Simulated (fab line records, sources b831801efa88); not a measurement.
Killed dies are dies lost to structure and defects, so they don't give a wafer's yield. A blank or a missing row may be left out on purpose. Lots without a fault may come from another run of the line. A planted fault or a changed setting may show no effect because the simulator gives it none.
Which tool did it? | flow sfq_line | 14 lots, 42 wafers sampled, at 6 steps of a route of 325

WHAT THE GAUGES READ, wafer by wafer
The record holds no reading of a measuring or inspecting step that can be judged against a usual standard deviation.

WHICH TOOL RAN EACH LOT (tool, then ch and the chambers of the sampled wafers, then the start)
lot  | SFQ_TRILAYER_A5B_CMP_CMP_130  | SFQ_TRILAYER_I5_ETCH_VIA_ETCH_147  | SFQ_TRILAYER_I6_CMP_CMP_166   | SFQ_TRILAYER_I6_METRO_MEASURE_167 | SFQ_TRILAYER_I6_VIA_BARC_OPEN_VIA_ETCH_235 | SFQ_TRILAYER_I6_VIA_ETCH_VIA_ETCH_172
L897 | cmp-02 ch 0,3, day 57 05:43   | rie_diel-04 ch 1,2, day 67 19:30   | cmp-02 ch 1,3, day 72 14:25   | film_metro-02, day 72 17:32       | rie_diel-04 ch 0,2,3, day 77 00:14         | rie_diel-04 ch 0,2,3, day 77 00:16
L898 | cmp-02 ch 0,3, day 57 16:26   | rie_diel-01 ch 0,1,3, day 67 20:49 | cmp-01 ch 0,2, day 72 15:30   | film_metro-01, day 72 18:37       | rie_diel-02 ch 0,1,3, day 77 01:26         | rie_diel-02 ch 0,1,3, day 77 01:28
L899 | cmp-01 ch 1,2,3, day 63 03:43 | rie_diel-04 ch 1,2,3, day 68 07:48 | cmp-02 ch 1,2,3, day 77 05:00 | film_metro-01, day 77 07:37       | rie_diel-04 ch 0,1, day 77 11:07           | rie_diel-04 ch 0,1, day 77 11:09
L900 | cmp-01 ch 1,2,3, day 63 06:43 | rie_diel-01 ch 0,2,3, day 68 09:31 | cmp-02 ch 1,3, day 77 08:00   | film_metro-04, day 77 10:49       | rie_diel-03 ch 2,3, day 77 14:07           | rie_diel-03 ch 2,3, day 77 14:09
L901 | cmp-01 ch 0,1,2, day 63 21:43 | rie_diel-01 ch 1,2,3, day 68 19:07 | cmp-01 ch 0,2,3, day 77 18:23 | film_metro-02, day 77 21:12       | rie_diel-04 ch 2,3, day 78 00:29           | rie_diel-04 ch 2,3, day 78 00:31
L902 | cmp-02 ch 1,2, day 64 09:00   | rie_diel-03 ch 1,2,3, day 69 04:42 | cmp-02 ch 0,1,3, day 77 22:30 | film_metro-02, day 78 01:37       | rie_diel-02 ch 1,2, day 78 05:53           | rie_diel-02 ch 1,2, day 78 05:55
L905 | cmp-01 ch 0,2, day 65 20:27   | rie_diel-04 ch 0,2,3, day 69 22:34 | cmp-01 ch 1,3, day 78 19:04   | film_metro-02, day 78 21:41       | rie_diel-02 ch 0,1,3, day 82 11:53         | rie_diel-02 ch 0,1,3, day 82 11:56
L904 | cmp-02 ch 0,1,2, day 65 20:45 | rie_diel-03 ch 0,1,2, day 69 21:22 | cmp-01 ch 0,2,3, day 78 17:04 | film_metro-02, day 78 18:41       | rie_diel-02 ch 1,2, day 78 22:14           | rie_diel-02 ch 1,2, day 78 22:17
L909 | cmp-01 ch 2,3, day 70 18:51   | rie_diel-04 ch 0,1,3, day 79 05:56 | cmp-01 ch 0,2,3, day 80 00:34 | film_metro-02, day 80 04:05       | rie_diel-02 ch 0,1,2, day 83 22:41         | rie_diel-02 ch 0,1,2, day 83 22:44
L910 | cmp-01 ch 0,1,2, day 70 23:27 | rie_diel-01 ch 0,2,3, day 79 08:20 | cmp-01 ch 0,1,2, day 80 04:34 | film_metro-02, day 80 06:53       | rie_diel-04 ch 0,2,3, day 83 23:53         | rie_diel-04 ch 0,2,3, day 83 23:56
L913 | cmp-01 ch 1,2,3, day 71 15:33 | rie_diel-04 ch 1,2, day 79 17:56   | cmp-01 ch 0,3, day 80 13:04   | film_metro-01, day 80 16:05       | rie_diel-04 ch 0,3, day 84 10:05           | rie_diel-04 ch 0,3, day 84 10:08
L914 | cmp-02 ch 0,1,3, day 71 19:09 | rie_diel-01 ch 0,1,3, day 79 21:32 | cmp-02 ch 2,3, day 80 17:50   | film_metro-04, day 80 21:09       | rie_diel-03 ch 2,3, day 84 17:17           | rie_diel-03 ch 2,3, day 84 17:20
L915 | cmp-01 ch 1,2, day 71 21:45   | rie_diel-03 ch 2,3, day 79 22:44   | cmp-01 ch 0,1, day 80 18:34   | film_metro-01, day 80 21:41       | rie_diel-02 ch 0,2,3, day 84 18:29         | rie_diel-02 ch 0,2,3, day 84 18:32
L916 | cmp-01 ch 0,2,3, day 72 00:45 | rie_diel-03 ch 1,2,3, day 80 04:44 | cmp-01 ch 1,2, day 80 22:04   | film_metro-02, day 81 00:53       | rie_diel-04 ch 0,2,3, day 84 20:53         | rie_diel-04 ch 0,2,3, day 84 20:56
- SFQ_TRILAYER_A5B_CMP_CMP_130: polishes, stops on Nb, target thk 340.7 nm.
- SFQ_TRILAYER_I5_ETCH_VIA_ETCH_147: etches the open film in CHF3, stops on Nb, target depth 360 nm.
- SFQ_TRILAYER_I6_CMP_CMP_166: polishes SiO2.
- SFQ_TRILAYER_I6_METRO_MEASURE_167
- SFQ_TRILAYER_I6_VIA_BARC_OPEN_VIA_ETCH_235: etches BARC in O2, target depth 125 nm, time 41.7 s.
- SFQ_TRILAYER_I6_VIA_ETCH_VIA_ETCH_172: etches SiO2 in CHF3, stops on Nb, target depth 260 nm.

WHAT THE TOOLS THEMSELVES READ (means of the sampled wafers that have a number; where no wafer has one, the mark that the record gives instead)
SFQ_TRILAYER_A5B_CMP_CMP_130. Usual: edge_zone_pressure_frac 0.999, standard deviation 0.0045; head_pressure_psi 2.999 psi, standard deviation 0.0065; motor_current_A 10.5 A, standard deviation 1.1.
lot  | tool   | edge_zone_pressure_frac | head_pressure_psi (psi) | motor_current_A (A) | flag
L897 | cmp-02 | 1.000                   | 2.999                   | 11.0                |
L898 | cmp-02 | 0.996                   | 2.998                   | 10.7                |
L899 | cmp-01 | 0.998                   | 2.996                   | 10.6                |
L900 | cmp-01 | 1.001                   | 3.006                   | 10.8                |
L901 | cmp-01 | 0.999                   | 3.000                   | 10.9                |
L902 | cmp-02 | 0.995                   | 2.994                   | 9.1                 |
L905 | cmp-01 | 1.002                   | 3.005                   | 10.9                |
L904 | cmp-02 | 0.998                   | 2.999                   | 9.2                 |
L909 | cmp-01 | 0.996                   | 2.991                   | 11.3                |
L910 | cmp-01 | 1.002                   | 2.999                   | 10.6                |
L913 | cmp-01 | 1.002                   | 2.996                   | 10.8                |
L914 | cmp-02 | 1.001                   | 2.999                   | 10.2                |
L915 | cmp-01 | 0.998                   | 2.996                   | 10.2                |
L916 | cmp-01 | 1.000                   | 2.995                   | 11.2                |

SFQ_TRILAYER_I5_ETCH_VIA_ETCH_147. Usual: drypump_motor_current_A 5.9 A, standard deviation 0.32; oes_product_au 0.987 a.u., standard deviation 0.0064; rf_fwd_power_W 498.7 W, standard deviation 1.7.
lot  | tool        | drypump_motor_current_A (A) | oes_product_au (a.u.) | rf_fwd_power_W (W) | flag
L897 | rie_diel-04 | 6.0                         | 0.985                 | 499.0              |
L898 | rie_diel-01 | 6.2                         | 0.983                 | 498.4              |
L899 | rie_diel-04 | 5.8                         | 0.987                 | 499.8              |
L900 | rie_diel-01 | 6.1                         | 0.984                 | 500.6              |
L901 | rie_diel-01 | 6.0                         | 0.984                 | 498.2              |
L902 | rie_diel-03 | 5.7                         | 0.989                 | 498.3              |
L905 | rie_diel-04 | 5.8                         | 0.989                 | 497.5              |
L904 | rie_diel-03 | 6.0                         | 0.986                 | 498.7              |
L909 | rie_diel-04 | 5.8                         | 0.993                 | 499.0              |
L910 | rie_diel-01 | 6.1                         | 0.988                 | 499.1              |
L913 | rie_diel-04 | 6.0                         | 0.985                 | 498.2              |
L914 | rie_diel-01 | 6.2                         | 0.983                 | 499.9              |
L915 | rie_diel-03 | 5.7                         | 0.990                 | 499.1              |
L916 | rie_diel-03 | 5.7                         | 0.989                 | 498.8              |

SFQ_TRILAYER_I6_CMP_CMP_166. Usual: edge_zone_pressure_frac 1.000, standard deviation 0.0054; head_pressure_psi 3.000 psi, standard deviation 0.0065; motor_current_A 10.3 A, standard deviation 1.1; time_to_endpoint_s 214 s, standard deviation 8.6.
lot  | tool   | edge_zone_pressure_frac | head_pressure_psi (psi) | motor_current_A (A) | time_to_endpoint_s (s) | flag
L897 | cmp-02 | 1.000                   | 2.998                   | 10.3                | 214                    |
L898 | cmp-01 | 1.003                   | 2.999                   | 11.1                | 210                    |
L899 | cmp-02 | 1.004                   | 2.997                   | 9.9                 | 219                    |
L900 | cmp-02 | 0.996                   | 2.999                   | 11.0                | 224                    |
L901 | cmp-01 | 1.008                   | 3.000                   | 11.0                | 209                    |
L902 | cmp-02 | 0.997                   | 3.005                   | 10.2                | 220                    |
L905 | cmp-01 | 0.997                   | 2.997                   | 9.9                 | 222                    |
L904 | cmp-01 | 1.008                   | 3.001                   | 11.4                | 213                    |
L909 | cmp-01 | -                       | -                       | -                   | -                      | OFF
L910 | cmp-01 | -                       | -                       | -                   | -                      | OFF
L913 | cmp-01 | 1.002                   | 3.000                   | 11.6                | 216                    |
L914 | cmp-02 | 0.995                   | 2.995                   | 9.4                 | 203                    |
L915 | cmp-01 | 0.999                   | 2.994                   | 11.0                | 220                    |
L916 | cmp-01 | 0.997                   | 3.001                   | 10.1                | 211                    |

SFQ_TRILAYER_I6_METRO_MEASURE_167. Usual: thk_nm 199.7 nm, standard deviation 1.2.
lot  | tool          | thk_nm (nm) | flag
L897 | film_metro-02 | 198.2       |
L898 | film_metro-01 | 198.8       |
L899 | film_metro-01 | 199.0       |
L900 | film_metro-04 | 200.0       |
L901 | film_metro-02 | 199.6       |
L902 | film_metro-02 | 199.5       |
L905 | film_metro-02 | 199.8       |
L904 | film_metro-02 | 200.2       |
L909 | film_metro-02 | 508.0       | OFF
L910 | film_metro-02 | 504.9       | OFF
L913 | film_metro-01 | 200.6       |
L914 | film_metro-04 | 197.9       |
L915 | film_metro-01 | 199.3       |
L916 | film_metro-02 | 198.7       |

SFQ_TRILAYER_I6_VIA_BARC_OPEN_VIA_ETCH_235. Usual: drypump_motor_current_A 5.8 A, standard deviation 0.42; oes_product_au 0.683 a.u., standard deviation 0.0042; rf_fwd_power_W 494.1 W, standard deviation 2.8.
lot  | tool        | drypump_motor_current_A (A) | oes_product_au (a.u.) | rf_fwd_power_W (W) | flag
L897 | rie_diel-04 | 5.8                         | 0.686                 | 491.5              |
L898 | rie_diel-02 | 5.6                         | 0.682                 | 495.0              |
L899 | rie_diel-04 | 6.0                         | 0.685                 | 494.6              |
L900 | rie_diel-03 | 5.5                         | 0.684                 | 496.1              |
L901 | rie_diel-04 | 5.8                         | 0.682                 | 492.6              |
L902 | rie_diel-02 | 6.0                         | 0.680                 | 491.9              |
L905 | rie_diel-02 | 5.6                         | 0.682                 | 493.1              |
L904 | rie_diel-02 | 6.0                         | 0.683                 | 492.4              |
L909 | rie_diel-02 | 5.8                         | 0.685                 | 494.9              |
L910 | rie_diel-04 | 5.8                         | 0.683                 | 493.4              |
L913 | rie_diel-04 | 5.5                         | 0.684                 | 494.4              |
L914 | rie_diel-03 | 5.6                         | 0.683                 | 494.5              |
L915 | rie_diel-02 | 5.9                         | 0.681                 | 494.9              |
L916 | rie_diel-04 | 5.8                         | 0.679                 | 492.6              |

SFQ_TRILAYER_I6_VIA_ETCH_VIA_ETCH_172. Usual: drypump_motor_current_A 5.8 A, standard deviation 0.42; oes_product_au 0.854 a.u., standard deviation 0.0055; rf_fwd_power_W 498.0 W, standard deviation 1.8.
lot  | tool        | drypump_motor_current_A (A) | oes_product_au (a.u.) | rf_fwd_power_W (W) | flag
L897 | rie_diel-04 | 5.8                         | 0.850                 | 497.2              |
L898 | rie_diel-02 | 5.6                         | 0.849                 | 497.3              |
L899 | rie_diel-04 | 6.0                         | 0.856                 | 497.6              |
L900 | rie_diel-03 | 5.5                         | 0.854                 | 499.9              |
L901 | rie_diel-04 | 5.8                         | 0.856                 | 496.5              |
L902 | rie_diel-02 | 6.0                         | 0.853                 | 498.0              |
L905 | rie_diel-02 | 5.6                         | 0.856                 | 499.8              |
L904 | rie_diel-02 | 6.0                         | 0.852                 | 497.0              |
L909 | rie_diel-02 | 5.8                         | 1.619                 | 498.7              | OFF
L910 | rie_diel-04 | 5.8                         | 1.621                 | 498.6              | OFF
L913 | rie_diel-04 | 5.5                         | 0.858                 | 498.0              |
L914 | rie_diel-03 | 5.7                         | 0.851                 | 497.9              |
L915 | rie_diel-02 | 5.9                         | 0.852                 | 498.7              |
L916 | rie_diel-04 | 5.8                         | 0.853                 | 498.7              |

THE ANSWER, worked out from the rows above alone
Rule: a lot is off if the mean of its wafers that have a number lies more than 3 standard deviations from the usual mean. A lot without any number at a reading at which 4 lots or more have one is off too. The other lots that the step has rows for count as sound. The gauges are gone through in route order, then the tools' own readings, and for those a lot's mean is taken as printed above. The first step at which some lot is off is used, and at that step the reading that is off furthest; a lot without a number counts as furthest.
Off: L909, L910, at SFQ_TRILAYER_I6_CMP_CMP_166 (edge_zone_pressure_frac). Without a number there: L909, L910.
A tool fits if, at that step or a process step before it, it ran every lot that is off, and no sound lot after the first of them. None of those tried fits.

WHAT THE SIMULATOR HAD PUT IN
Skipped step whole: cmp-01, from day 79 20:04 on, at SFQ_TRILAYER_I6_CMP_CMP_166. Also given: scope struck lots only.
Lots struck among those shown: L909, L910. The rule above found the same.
